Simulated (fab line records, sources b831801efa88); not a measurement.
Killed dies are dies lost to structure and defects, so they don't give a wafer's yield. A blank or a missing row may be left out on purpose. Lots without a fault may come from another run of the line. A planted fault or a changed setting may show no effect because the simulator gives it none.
fab line records | flow sky130
record lots=5 wafers=15 last_day=50
route steps=708 shown VT_ADJUST_LVTN@100 VT_ADJUST_NCORE@119
lots that met no fault: from a run of the same line without faults
start_h: hours from the record's first day to the start of the lot's first wafer shown | wait_h: hours since the lot's step before | " the same as in the row above | L1.1+2: a row that stands for several wafers | - no value, or no start given | * or withheld: withheld | < > ~ a bound
route shown NAME@n: a module of which the file shows steps, and the number in the route of the first | usual: mean/standard deviation of fault-free wafers | same: alike in all rows | chamber/n: place in a boat | sites: the reading at each site | _std_site: their standard deviation | _edge_site: outer sites' mean less inner sites' | radius_mm: how far each site lies from the wafer's centre | mask NAME#n: copy n | behind: the tool/chamber that last shaped the wafer | hold: why the lot was held/for how many hours/how that ended | device: the transistor (n, p or np) that didn't switch | end of line: the same wafers' tests at the end of the route | a step without rows: its recipe alone | killed: dies lost to structure and defects at the first sort, not the wafer's yield | map: a wafer's dies, x killed, . not, _ none there
set.NAME: the setting as run; set.NAME@STEP: as run at that earlier step | model.NAME: the simulator's own value behind a step, which no gauge read
lots at some steps of the route; a table a step, a row a wafer
services: from which hour (start_h, from the record's first day; less than 0 if before it) a tool's chamber was out of use, for how many hours, and why
## steps
# step SKY_VT_ADJUST_LVTN_SOFTBAKE_03
# recipe temp_c=110 time_s=withheld
# step SKY_VT_ADJUST_LVTN_EXPOSE_04
# recipe mask_id=NWM_COMPLEMENT_LESS_NATIVE na=0.6 source_shape=conventional sigma_outer=0.6 polarization=unpolarized target_cd_nm=840 dose_mj=194
# step SKY_VT_ADJUST_LVTN_PEB_05
# recipe temp_c=115 time_s=withheld
# step SKY_VT_ADJUST_LVTN_DEVELOP_06
# recipe wall_angle_deg=90 developer=TMAH develop_time_s=60 dev_temp_c=23
# step SKY_VT_ADJUST_LVTN_OVL_MEAS_07
# usual VT_ADJUST_LVTN_OVL=-0.3/1.3
# columns lot.wafer tool chamber start_h wait_h VT_ADJUST_LVTN_OVL[nm]
L954.1 overlay-01 - 149.42 - 0.4
L954.4 " - " " -2.4
L954.5 " - " " -0.8
L957.2 overlay-01 - 164.23 - 0.0
L957.4 " - " " 2.0
L957.6 " - " " 2.4
L966.2 overlay-02 - 230.03 - 1.2
L966.3 " - " " -0.5
L966.6 " - " " 1.5
L967.3 overlay-02 - 238.68 - 0.1
L967.4 " - " " 0.1
L967.5 " - " " -0.5
L976.1 overlay-01 - 302.91 - -1.0
L976.2 " - " " -1.2
L976.6 " - " " 0.7
# step SKY_VT_ADJUST_LVTN_IMPLANT_08
# recipe species=B energy_kev=30 dose_cm2=1.57e+12 tilt_deg=withheld
# step SKY_VT_ADJUST_LVTN_STRIP_09
# recipe chemistry=O2/N2 power_w=1400 pressure_mtorr=1500 platen_temp_c=withheld o2_flow_sccm=3000 n2_flow_sccm=300 overash_fraction=0.5
# usual drypump_motor_current_A=5.8/0.49 o2_flow_sccm=2999/10 oes_product_au=0.722/0.0042 strip_time_to_endpoint_s=36.93/0.12
# columns lot.wafer tool chamber start_h wait_h drypump_motor_current_A o2_flow_sccm oes_product_au rf_hours_counter_h strip_time_to_endpoint_s
L954.1 plasma_asher-01 0 149.61 0.1 5.2 3001 0.720 46 36.95
L954.4 " 0 " " 5.2 3008 0.725 - 36.94
L954.5 " 0 " " 5.2 3010 0.718 - 36.77
L957.2 plasma_asher-04 0 164.41 0.1 6.0 3023 0.715 45 36.76
L957.4 " 1 " " 6.0 2994 0.720 - 36.74
L957.6 " 1 " " 6.1 2987 0.725 - 36.80
L966.2 plasma_asher-01 1 230.21 0.1 5.2 2986 0.717 54 36.78
L966.3 " 0 " " 5.2 2998 0.727 - 36.90
L966.6 " 1 " " 5.1 2992 0.721 - 36.84
L967.3 plasma_asher-03 0 238.88 0.1 5.8 2995 0.721 - 37.02
L967.4 " 1 " " 6.5 3008 0.727 - 37.13
L967.5 " 0 " " 5.8 2998 0.719 - 37.25
L976.1 plasma_asher-03 0 303.10 0.1 5.9 2971 0.717 18 37.04
L976.2 " 1 " " 6.5 2999 0.722 18 37.00
L976.6 " 0 " " 5.9 2982 0.722 - 36.98
# step SKY_VT_ADJUST_LVTN_TW_MEAS_10
# usual VT_ADJUST_LVTN_TW=243.3/1.9
# columns lot.wafer tool chamber start_h wait_h VT_ADJUST_LVTN_TW
L954.1 film_metro-02 - 149.71 0.1 239.4
L954.4 " - " " 240.1
L954.5 " - " " 241.6
L957.2 film_metro-02 - 164.52 0.1 240.5
L957.4 " - " " 240.6
L957.6 " - " " 240.0
L966.2 film_metro-01 - 230.32 0.1 244.8
L966.3 " - " " 244.8
L966.6 " - " " 243.7
L967.3 film_metro-01 - 238.97 0.1 245.4
L967.4 " - " " 244.2
L967.5 " - " " 244.6
L976.1 film_metro-04 - 303.20 0.1 244.7
L976.2 " - " " 243.4
L976.6 " - " " 243.0
# step SKY_VT_ADJUST_LVTN_DEHYDRATE_11
# recipe temp_c=200 time_s=60
# step SKY_VT_ADJUST_LVTN_HMDS_12
# recipe prime_time_s=60 prime_temp_c=120
# step SKY_VT_ADJUST_LVTN_COAT_13
# recipe resist=NOVOLAK spin_rpm=3000 resist_thk_nm=1140
# step SKY_VT_ADJUST_LVTN_SOFTBAKE_14
# recipe temp_c=90 time_s=57.94 resist=NOVOLAK
# step SKY_VT_ADJUST_LVTN_EXPOSE_15
# recipe mask_id=HVN_STD_DERIVED na=0.6 source_shape=conventional sigma_outer=0.6 polarization=unpolarized target_cd_nm=600 dose_mj=163
# usual exposure_dose_mJ_cm2=163.04/0.16
# columns lot.wafer tool chamber start_h wait_h mask exposure_dose_mJ_cm2
L954.1 iline_stepper-02 0 159.36 - HVN_STD_DERIVED#0 163.31
L954.4 " 0 " " HVN_STD_DERIVED#0 163.30
L954.5 " 0 " " HVN_STD_DERIVED#0 163.37
L957.2 iline_stepper-01 0 175.26 - HVN_STD_DERIVED#0 162.84
L957.4 " 0 " " HVN_STD_DERIVED#0 163.00
L957.6 " 0 " " HVN_STD_DERIVED#0 162.81
L966.2 iline_stepper-01 0 242.56 - HVTPM#0 162.99
L966.3 " 0 " " HVTPM#0 163.02
L966.6 " 0 " " HVTPM#0 162.68
L967.3 iline_stepper-02 0 250.84 - HVN_STD_DERIVED#0 163.31
L967.4 " 0 " " HVN_STD_DERIVED#0 163.29
L967.5 " 0 " " HVN_STD_DERIVED#0 163.28
L976.1 iline_stepper-02 0 316.00 - HVN_STD_DERIVED#0 163.20
L976.2 " 0 " " HVN_STD_DERIVED#0 163.00
L976.6 " 0 " " HVN_STD_DERIVED#0 163.16
# step SKY_VT_ADJUST_LVTN_PEB_16
# recipe temp_c=withheld time_s=* resist=NOVOLAK
# step SKY_VT_ADJUST_LVTN_DEVELOP_17
# recipe resist=NOVOLAK developer=TMAH develop_time_s=60 dev_temp_c=23
# step SKY_VT_ADJUST_LVTN_OVL_MEAS_18
# usual VT_ADJUST_LVTN_01_OVL=1.2/1.2
# columns lot.wafer tool chamber start_h wait_h VT_ADJUST_LVTN_01_OVL[nm]
L954.1 overlay-01 - 167.92 0.1 1.7
L954.4 " - " " 1.6
L954.5 " - " " 0.7
L957.2 overlay-01 - 184.73 0.1 -0.9
L957.4 " - " " -0.8
L957.6 " - " " 0.5
L966.2 overlay-01 - 253.63 0.1 -
L966.3 " - " " -
L966.6 " - " " -
L967.3 overlay-02 - 262.99 0.1 2.6
L967.4 " - " " 2.3
L967.5 " - " " 2.8
L976.1 overlay-02 - 329.51 0.1 2.0
L976.2 " - " " 0.3
L976.6 " - " " 2.2
# step SKY_VT_ADJUST_LVTN_IMPLANT_19
# recipe species=B energy_kev=30 dose_cm2=6.5e+11 tilt_deg=withheld
# step SKY_VT_ADJUST_LVTN_STRIP_20
# recipe chemistry=O2/N2 power_w=1400 pressure_mtorr=1500 platen_temp_c=withheld o2_flow_sccm=3000 n2_flow_sccm=300 overash_fraction=0.5
# usual drypump_motor_current_A=5.7/0.51 o2_flow_sccm=3001/10 oes_product_au=0.716/0.0041 strip_time_to_endpoint_s=14.18/0.05
# columns lot.wafer tool chamber start_h wait_h drypump_motor_current_A o2_flow_sccm oes_product_au rf_hours_counter_h strip_time_to_endpoint_s
L954.1 plasma_asher-01 0 168.11 0.1 5.2 2988 0.707 48 14.16
L954.4 " 1 " " 5.2 2992 0.714 - 14.16
L954.5 " 0 " " 5.2 2995 0.708 - 14.24
L957.2 plasma_asher-03 0 184.91 0.1 5.9 3009 0.718 6 14.20
L957.4 " 1 " " 6.5 2981 0.722 - 14.17
L957.6 " 1 " " 6.5 2999 0.711 - 14.17
L966.2 plasma_asher-01 0 253.81 0.1 5.2 3001 0.716 56 14.14
L966.3 " 0 " " 5.2 3005 0.710 - 14.19
L966.6 " 0 " " 5.2 3000 0.718 - 14.17
L967.3 plasma_asher-03 1 263.19 0.1 6.5 3011 0.714 - 14.22
L967.4 " 0 " " 5.9 3011 0.722 - 14.24
L967.5 " 0 " " 5.9 3002 0.723 - 14.21
L976.1 plasma_asher-01 0 329.70 0.1 5.2 2984 0.717 63 14.16
L976.2 " 1 " " 5.2 3001 0.722 63 14.17
L976.6 " 0 " " 5.3 2995 0.714 - 14.17
# step SKY_VT_ADJUST_LVTN_TW_MEAS_21
# usual VT_ADJUST_LVTN_2_TW=189.5/0.97
# columns lot.wafer tool chamber start_h wait_h VT_ADJUST_LVTN_2_TW
L954.1 film_metro-01 - 168.21 0.1 190.4
L954.4 " - " " 190.2
L954.5 " - " " 191.4
L957.2 film_metro-04 - 185.02 0.1 190.2
L957.4 " - " " 191.2
L957.6 " - " " 190.5
L966.2 film_metro-04 - 253.92 0.1 30.2
L966.3 " - " " 30.2
L966.6 " - " " 30.2
L967.3 film_metro-01 - 263.28 0.1 189.7
L967.4 " - " " 190.7
L967.5 " - " " 189.3
L976.1 film_metro-04 - 329.80 0.1 188.5
L976.2 " - " " 189.0
L976.6 " - " " 189.7
# step SKY_VT_ADJUST_NCORE_DEHYDRATE_00
# recipe temp_c=200 time_s=60
## services
# columns tool chamber start_h hours kind
plasma_asher-03 - 154.01 2.8 pm
iline_stepper-01 - 158.53 4.4 pm
iline_stepper-01 - 189.01 4.8 repair
iline_stepper-02 - 196.78 1.7 pm
plasma_asher-03 - 239.51 0.7 repair
iline_stepper-02 - 258.62 7.2 repair
iline_stepper-02 - 263.84 9.6 repair
iline_stepper-01 - 278.59 1.7 pm
iline_stepper-02 0 292.14 - calibration
## key
first_sign step=SKY_VT_ADJUST_LVTN_EXPOSE_15 reading=mask direction=changed
effect step=SKY_VT_ADJUST_LVTN_OVL_MEAS_18 reading=VT_ADJUST_LVTN_01_OVL direction=missing
effect step=SKY_VT_ADJUST_LVTN_TW_MEAS_21 reading=VT_ADJUST_LVTN_2_TW direction=down sigmas=99+ usual=189.5 struck=30.2
met_at SKY_VT_ADJUST_LVTN_EXPOSE_15
struck_wafers L966.2,L966.3,L966.6
sort_left_out L966.2,L966.3,L966.6
tester_left_out L966
onset_between 175.26 242.56
fault kind=wrong_mask tool=any chamber=- onset_h=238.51 steps=SKY_VT_ADJUST_LVTN_EXPOSE_15 aux_copy=HVTPM#0 scope=struck_lots_only
# tester_left_out: of these lots the tester's yield and bins aren't shown, on N5 and GAA mostly nor the transistor test; their killed dies are dies lost to structure and defects alone, not to doping, threshold or leakage, so they don't give the yield
# sort_left_out: the simulated sort isn't trusted on such a fault, so these wafers' sort isn't shown, and their yield isn't known
